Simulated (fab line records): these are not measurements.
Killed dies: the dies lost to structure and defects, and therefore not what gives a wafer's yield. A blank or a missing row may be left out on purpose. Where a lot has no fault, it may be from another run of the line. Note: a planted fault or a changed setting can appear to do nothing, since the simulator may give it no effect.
The tool behind it: which one? || flow sky130 || 24 lots, 72 wafers sampled, at 4 steps of a route of 708

== WHAT EACH GAUGE READ, for each wafer ==
SKY_METAL2_RS_MEAS_05: a four-point-probe measurement.
{"lot": "L074", "measured": "day 33 19:30", "on": "film-metro-03", "METAL2_ALCU_RS (ohm/sq)": "0.1240 0.1265 0.1253"}
{"lot": "L075", "measured": "day 33 23:14", "on": "film-metro-03", "METAL2_ALCU_RS (ohm/sq)": "0.1250 0.1274 0.1255"}
{"lot": "L076", "measured": "day 34 18:53", "on": "film-metro-03", "METAL2_ALCU_RS (ohm/sq)": "0.1240 0.1264 0.1258"}
{"lot": "L077", "measured": "day 34 21:31", "on": "film-metro-02", "METAL2_ALCU_RS (ohm/sq)": "0.1259 0.1267 0.1268"}
{"lot": "L078", "measured": "day 35 11:26", "on": "film-metro-03", "METAL2_ALCU_RS (ohm/sq)": "0.1226 0.1243 0.1247"}
{"lot": "L079", "measured": "day 36 02:01", "on": "film-metro-03", "METAL2_ALCU_RS (ohm/sq)": "0.1269 0.1271 0.1255"}
{"lot": "L080", "measured": "day 36 02:25", "on": "film-metro-03", "METAL2_ALCU_RS (ohm/sq)": "0.1261 0.1252 0.1249"}
{"lot": "L081", "measured": "day 36 04:22", "on": "film-metro-01", "METAL2_ALCU_RS (ohm/sq)": "0.1254 0.1273 0.1266"}
{"lot": "L082", "measured": "day 36 09:36", "on": "film-metro-03", "METAL2_ALCU_RS (ohm/sq)": "0.1279 0.1284 0.1262"}
{"lot": "L083", "measured": "day 36 22:49", "on": "film-metro-01", "METAL2_ALCU_RS (ohm/sq)": "0.1276 0.1273 0.1272"}
{"lot": "L084", "measured": "day 36 23:59", "on": "film-metro-03", "METAL2_ALCU_RS (ohm/sq)": "0.1241 0.1249 0.1260"}
{"lot": "L085", "measured": "day 37 09:15", "on": "film-metro-03", "METAL2_ALCU_RS (ohm/sq)": "0.1267 0.1280 0.1267"}
{"lot": "L086", "measured": "day 37 19:18", "on": "film-metro-02", "METAL2_ALCU_RS (ohm/sq)": "0.1277 0.1237 0.1260"}
{"lot": "L087", "measured": "day 38 02:50", "on": "film-metro-01", "METAL2_ALCU_RS (ohm/sq)": "0.1278 0.1270 0.1276"}
{"lot": "L088", "measured": "day 38 05:53", "on": "film-metro-03", "METAL2_ALCU_RS (ohm/sq)": "0.1253 0.1244 0.1229"}
{"lot": "L089", "measured": "day 38 15:56", "on": "film-metro-03", "METAL2_ALCU_RS (ohm/sq)": "0.1296 0.1270 0.1281"}
{"lot": "L090", "measured": "day 39 01:18", "on": "film-metro-02", "METAL2_ALCU_RS (ohm/sq)": "0.1252 0.1262 0.1263"}
{"lot": "L091", "measured": "day 39 11:40", "on": "film-metro-03", "METAL2_ALCU_RS (ohm/sq)": "0.1250 0.1267 0.1274"}
{"lot": "L092", "measured": "day 40 06:13", "on": "film-metro-01", "METAL2_ALCU_RS (ohm/sq)": "0.1232 0.1245 0.1260"}
{"lot": "L093", "measured": "day 40 06:58", "on": "film-metro-02", "METAL2_ALCU_RS (ohm/sq)": "0.1247 0.1251 0.1255"}
{"lot": "L095", "measured": "day 40 08:33", "on": "film-metro-03", "METAL2_ALCU_RS (ohm/sq)": "0.1268 0.1255 0.1271"}
{"lot": "L094", "measured": "day 40 09:56", "on": "film-metro-01", "METAL2_ALCU_RS (ohm/sq)": "0.1239 0.1244 0.1259"}
{"lot": "L096", "measured": "day 40 15:07", "on": "film-metro-03", "METAL2_ALCU_RS (ohm/sq)": "0.1261 0.1238 0.1253"}
{"lot": "L097", "measured": "day 41 00:24", "on": "film-metro-03", "METAL2_ALCU_RS (ohm/sq)": "0.1271 0.1273 0.1255"}

SKY_VIA2_THK_MEAS_01.
{"lot": "L074", "measured": "day 34 23:16", "on": "film-metro-04", "VIA2_HDPCVD_THK (nm)": "1162 1169 1154"}
{"lot": "L075", "measured": "day 35 02:23", "on": "film-metro-03", "VIA2_HDPCVD_THK (nm)": "1182 1187 1189"}
{"lot": "L076", "measured": "day 35 21:41", "on": "film-metro-02", "VIA2_HDPCVD_THK (nm)": "1189 1199 1213"}
{"lot": "L077", "measured": "day 36 00:31", "on": "film-metro-03", "VIA2_HDPCVD_THK (nm)": "1188 1184 1183"}
{"lot": "L078", "measured": "day 36 15:25", "on": "film-metro-04", "VIA2_HDPCVD_THK (nm)": "1195 1183 1192"}
{"lot": "L079", "measured": "day 37 05:20", "on": "film-metro-02", "VIA2_HDPCVD_THK (nm)": "1167 1183 1187"}
{"lot": "L080", "measured": "day 37 05:55", "on": "film-metro-03", "VIA2_HDPCVD_THK (nm)": "1169 1188 1152"}
{"lot": "L081", "measured": "day 37 08:02", "on": "film-metro-04", "VIA2_HDPCVD_THK (nm)": "1191 1179 1184"}
{"lot": "L082", "measured": "day 37 12:06", "on": "film-metro-04", "VIA2_HDPCVD_THK (nm)": "1167 1173 1176"}
{"lot": "L083", "measured": "day 38 02:02", "on": "film-metro-02", "VIA2_HDPCVD_THK (nm)": "1167 1168 1178"}
{"lot": "L084", "measured": "day 38 02:37", "on": "film-metro-04", "VIA2_HDPCVD_THK (nm)": "1188 1153 1156"}
{"lot": "L085", "measured": "day 38 12:22", "on": "film-metro-03", "VIA2_HDPCVD_THK (nm)": "1167 1158 1175"}
{"lot": "L086", "measured": "day 38 21:38", "on": "film-metro-03", "VIA2_HDPCVD_THK (nm)": "1163 1164 1156"}
{"lot": "L087", "measured": "day 39 04:52", "on": "film-metro-03", "VIA2_HDPCVD_THK (nm)": "1179 1161 1178"}
{"lot": "L088", "measured": "day 39 08:13", "on": "film-metro-03", "VIA2_HDPCVD_THK (nm)": "1178 1171 1169"}
{"lot": "L089", "measured": "day 39 17:49", "on": "film-metro-04", "VIA2_HDPCVD_THK (nm)": "1186 1168 1186"}
{"lot": "L090", "measured": "day 40 03:00", "on": "film-metro-04", "VIA2_HDPCVD_THK (nm)": "1173 1182 1164"}
{"lot": "L091", "measured": "day 40 13:16", "on": "film-metro-02", "VIA2_HDPCVD_THK (nm)": "1173 1199 1191"}
{"lot": "L092", "measured": "day 41 07:33", "on": "film-metro-02", "VIA2_HDPCVD_THK (nm)": "1153 1195 1182"}
{"lot": "L093", "measured": "day 41 08:08", "on": "film-metro-04", "VIA2_HDPCVD_THK (nm)": "1169 1182 1163"}
{"lot": "L095", "measured": "day 41 09:35", "on": "film-metro-02", "VIA2_HDPCVD_THK (nm)": "1185 1163 1172"}
{"lot": "L094", "measured": "day 41 11:37", "on": "film-metro-02", "VIA2_HDPCVD_THK (nm)": "1184 1183 1171"}
{"lot": "L096", "measured": "day 41 16:10", "on": "film-metro-02", "VIA2_HDPCVD_THK (nm)": "1170 1165 1167"}
{"lot": "L097", "measured": "day 42 01:04", "on": "film-metro-04", "VIA2_HDPCVD_THK (nm)": "1161 1164 1189"}

SKY_CAPM_RS_MEAS_03: a four-point-probe measurement.
{"lot": "L074", "measured": "day 36 04:06", "on": "film-metro-04", "CAPM_TIN_RS (ohm/sq)": "6.84 6.87 6.78"}
{"lot": "L075", "measured": "day 36 07:25", "on": "film-metro-01", "CAPM_TIN_RS (ohm/sq)": "6.89 6.92 6.87"}
{"lot": "L076", "measured": "day 37 02:34", "on": "film-metro-01", "CAPM_TIN_RS (ohm/sq)": "7.01 7.06 6.94"}
{"lot": "L077", "measured": "day 37 05:16", "on": "film-metro-04", "CAPM_TIN_RS (ohm/sq)": "6.80 6.93 6.82"}
{"lot": "L078", "measured": "day 37 19:43", "on": "film-metro-01", "CAPM_TIN_RS (ohm/sq)": "6.87 6.85 6.76"}
{"lot": "L079", "measured": "day 38 09:52", "on": "film-metro-04", "CAPM_TIN_RS (ohm/sq)": "6.91 6.87 6.88"}
{"lot": "L080", "measured": "day 38 10:29", "on": "film-metro-01", "CAPM_TIN_RS (ohm/sq)": "6.97 6.98 6.94"}
{"lot": "L081", "measured": "day 38 12:43", "on": "film-metro-01", "CAPM_TIN_RS (ohm/sq)": "7.03 7.04 6.99"}
{"lot": "L082", "measured": "day 38 17:01", "on": "film-metro-03", "CAPM_TIN_RS (ohm/sq)": "6.85 6.84 6.87"}
{"lot": "L083", "measured": "day 39 04:58", "on": "film-metro-01", "CAPM_TIN_RS (ohm/sq)": "6.86 6.89 6.87"}
{"lot": "L084", "measured": "day 39 06:07", "on": "film-metro-04", "CAPM_TIN_RS (ohm/sq)": "6.84 6.90 6.80"}
{"lot": "L085", "measured": "day 39 14:56", "on": "film-metro-04", "CAPM_TIN_RS (ohm/sq)": "6.78 6.83 6.76"}
{"lot": "L086", "measured": "day 40 00:41", "on": "film-metro-03", "CAPM_TIN_RS (ohm/sq)": "6.93 6.99 7.01"}
{"lot": "L087", "measured": "day 40 08:01", "on": "film-metro-04", "CAPM_TIN_RS (ohm/sq)": "6.97 6.97 7.01"}
{"lot": "L088", "measured": "day 40 11:31", "on": "film-metro-03", "CAPM_TIN_RS (ohm/sq)": "6.79 6.85 6.86"}
{"lot": "L089", "measured": "day 40 20:52", "on": "film-metro-03", "CAPM_TIN_RS (ohm/sq)": "6.99 6.94 6.97"}
{"lot": "L090", "measured": "day 41 05:22", "on": "film-metro-04", "CAPM_TIN_RS (ohm/sq)": "6.88 6.89 6.85"}
{"lot": "L091", "measured": "day 41 15:39", "on": "film-metro-03", "CAPM_TIN_RS (ohm/sq)": "6.89 6.88 6.85"}
{"lot": "L092", "measured": "day 42 08:29", "on": "film-metro-03", "CAPM_TIN_RS (ohm/sq)": "6.89 6.86 6.91"}
{"lot": "L093", "measured": "day 42 10:07", "on": "film-metro-03", "CAPM_TIN_RS (ohm/sq)": "6.90 6.92 6.95"}
{"lot": "L095", "measured": "day 42 11:16", "on": "film-metro-04", "CAPM_TIN_RS (ohm/sq)": "6.85 6.90 6.84"}
{"lot": "L094", "measured": "day 42 13:57", "on": "film-metro-01", "CAPM_TIN_RS (ohm/sq)": "6.93 6.97 6.98"}
{"lot": "L096", "measured": "day 42 18:22", "on": "film-metro-01", "CAPM_TIN_RS (ohm/sq)": "6.99 6.92 6.87"}
{"lot": "L097", "measured": "day 43 01:58", "on": "film-metro-01", "CAPM_TIN_RS (ohm/sq)": "6.81 6.85 6.86"}

== WHAT TOOL EACH LOT RAN ON (gives the tool, then ch and the chambers of the sampled wafers, and finally the start) ==
{"lot": "L074", "SKY_METAL2_DESCUM_17": "rie-metal-04 ch 0,1, day 34 22:13"}
{"lot": "L075", "SKY_METAL2_DESCUM_17": "rie-metal-01 ch 0,1, day 35 01:23"}
{"lot": "L076", "SKY_METAL2_DESCUM_17": "rie-metal-01 ch 0,1, day 35 20:46"}
{"lot": "L077", "SKY_METAL2_DESCUM_17": "rie-metal-02 ch 0,1, day 35 23:37"}
{"lot": "L078", "SKY_METAL2_DESCUM_17": "rie-metal-01 ch 0,1, day 36 14:05"}
{"lot": "L079", "SKY_METAL2_DESCUM_17": "rie-metal-02 ch 1, day 37 04:25"}
{"lot": "L080", "SKY_METAL2_DESCUM_17": "rie-metal-01 ch 0,1, day 37 04:57"}
{"lot": "L081", "SKY_METAL2_DESCUM_17": "rie-metal-04 ch 0,1, day 37 07:07"}
{"lot": "L082", "SKY_METAL2_DESCUM_17": "rie-metal-02 ch 0,1, day 37 11:10"}
{"lot": "L083", "SKY_METAL2_DESCUM_17": "rie-metal-04 ch 0,1, day 38 01:05"}
{"lot": "L084", "SKY_METAL2_DESCUM_17": "rie-metal-01 ch 0,1, day 38 01:43"}
{"lot": "L085", "SKY_METAL2_DESCUM_17": "rie-metal-04 ch 0,1, day 38 11:24"}
{"lot": "L086", "SKY_METAL2_DESCUM_17": "rie-metal-01 ch 1, day 38 20:44"}
{"lot": "L087", "SKY_METAL2_DESCUM_17": "rie-metal-04 ch 0,1, day 39 03:58"}
{"lot": "L088", "SKY_METAL2_DESCUM_17": "rie-metal-04 ch 0, day 39 07:19"}
{"lot": "L089", "SKY_METAL2_DESCUM_17": "rie-metal-01 ch 0,1, day 39 16:55"}
{"lot": "L090", "SKY_METAL2_DESCUM_17": "rie-metal-01 ch 0,1, day 40 02:05"}
{"lot": "L091", "SKY_METAL2_DESCUM_17": "rie-metal-01 ch 0,1, day 40 12:21"}
{"lot": "L092", "SKY_METAL2_DESCUM_17": "rie-metal-01 ch 0,1, day 41 06:34"}
{"lot": "L093", "SKY_METAL2_DESCUM_17": "rie-metal-02 ch 0,1, day 41 07:11"}
{"lot": "L095", "SKY_METAL2_DESCUM_17": "rie-metal-02 ch 0,1, day 41 08:41"}
{"lot": "L094", "SKY_METAL2_DESCUM_17": "rie-metal-04 ch 0,1, day 41 10:43"}
{"lot": "L096", "SKY_METAL2_DESCUM_17": "rie-metal-04 ch 1, day 41 15:16"}
{"lot": "L097", "SKY_METAL2_DESCUM_17": "rie-metal-02 ch 0,1, day 42 00:10"}
- SKY_METAL2_DESCUM_17: chemistry O2, time 8 s.

== AS READ BY THE TOOLS THEMSELVES (means over the sampled wafers that have a number; for cases with no such wafer, the mark the record gives instead) ==
SKY_METAL2_DESCUM_17.
{"lot": "L074", "tool": "rie-metal-04", "drypump-motor-current-A (A)": 5.8, "oes-product-au (a.u.)": 1.002}
{"lot": "L075", "tool": "rie-metal-01", "drypump-motor-current-A (A)": 5.9, "oes-product-au (a.u.)": 1.001}
{"lot": "L076", "tool": "rie-metal-01", "drypump-motor-current-A (A)": 5.9, "oes-product-au (a.u.)": 0.996}
{"lot": "L077", "tool": "rie-metal-02", "drypump-motor-current-A (A)": 5.3, "oes-product-au (a.u.)": 0.998}
{"lot": "L078", "tool": "rie-metal-01", "drypump-motor-current-A (A)": 5.9, "oes-product-au (a.u.)": 1.003}
{"lot": "L079", "tool": "rie-metal-02", "drypump-motor-current-A (A)": 5.6, "oes-product-au (a.u.)": 1.002}
{"lot": "L080", "tool": "rie-metal-01", "drypump-motor-current-A (A)": 5.9, "oes-product-au (a.u.)": 1.002}
{"lot": "L081", "tool": "rie-metal-04", "drypump-motor-current-A (A)": 5.9, "oes-product-au (a.u.)": 1.005}
{"lot": "L082", "tool": "rie-metal-02", "drypump-motor-current-A (A)": 5.4, "oes-product-au (a.u.)": 1.002}
{"lot": "L083", "tool": "rie-metal-04", "drypump-motor-current-A (A)": 5.8, "oes-product-au (a.u.)": 1.006}
{"lot": "L084", "tool": "rie-metal-01", "drypump-motor-current-A (A)": 5.9, "oes-product-au (a.u.)": 1.003}
{"lot": "L085", "tool": "rie-metal-04", "drypump-motor-current-A (A)": 5.8, "oes-product-au (a.u.)": 1.012}
{"lot": "L086", "tool": "rie-metal-01", "drypump-motor-current-A (A)": 5.8, "oes-product-au (a.u.)": 1.018}
{"lot": "L087", "tool": "rie-metal-04", "drypump-motor-current-A (A)": 5.8, "oes-product-au (a.u.)": 1.008}
{"lot": "L088", "tool": "rie-metal-04", "drypump-motor-current-A (A)": 6.0, "oes-product-au (a.u.)": 1.002}
{"lot": "L089", "tool": "rie-metal-01", "drypump-motor-current-A (A)": 5.9, "oes-product-au (a.u.)": 1.004}
{"lot": "L090", "tool": "rie-metal-01", "drypump-motor-current-A (A)": 5.9, "oes-product-au (a.u.)": 1.003}
{"lot": "L091", "tool": "rie-metal-01", "drypump-motor-current-A (A)": 6.1, "oes-product-au (a.u.)": 0.998}
{"lot": "L092", "tool": "rie-metal-01", "drypump-motor-current-A (A)": 6.1, "oes-product-au (a.u.)": 1.005}
{"lot": "L093", "tool": "rie-metal-02", "drypump-motor-current-A (A)": 5.4, "oes-product-au (a.u.)": 1.009}
{"lot": "L095", "tool": "rie-metal-02", "drypump-motor-current-A (A)": 5.3, "oes-product-au (a.u.)": 1.007}
{"lot": "L094", "tool": "rie-metal-04", "drypump-motor-current-A (A)": 5.8, "oes-product-au (a.u.)": 1.005}
{"lot": "L096", "tool": "rie-metal-04", "drypump-motor-current-A (A)": 5.7, "oes-product-au (a.u.)": 1.020}
{"lot": "L097", "tool": "rie-metal-02", "drypump-motor-current-A (A)": 5.4, "oes-product-au (a.u.)": 0.990}

== THE ANSWER, worked out from the rows above alone ==
Rule: what is usual is taken from the lots themselves. The widest of any qualifying gaps counts: lots, ordered by their means at a reading, are off when they make up no more than a third of the lots, leave a main group of 4 or more, and stand apart from it by 3 or more times the standard deviation of that group's means. The tables above print the reading to a certain number of digits; a main group whose means all agree to those digits is not used. Also off: a lot with no number at a reading for which 4 or more lots have one. The other lots that the step has rows for count as sound. After the gauges, taken in route order, come the tools' own readings; for these a lot's mean is taken, as printed above. At the first step where some lot is off, the reading lying furthest off is the one used; lots without a number count as furthest.
Nothing can be told from this: no lot is off at any reading shown.

== WHAT HAD BEEN PUT IN BY THE SIMULATOR ==
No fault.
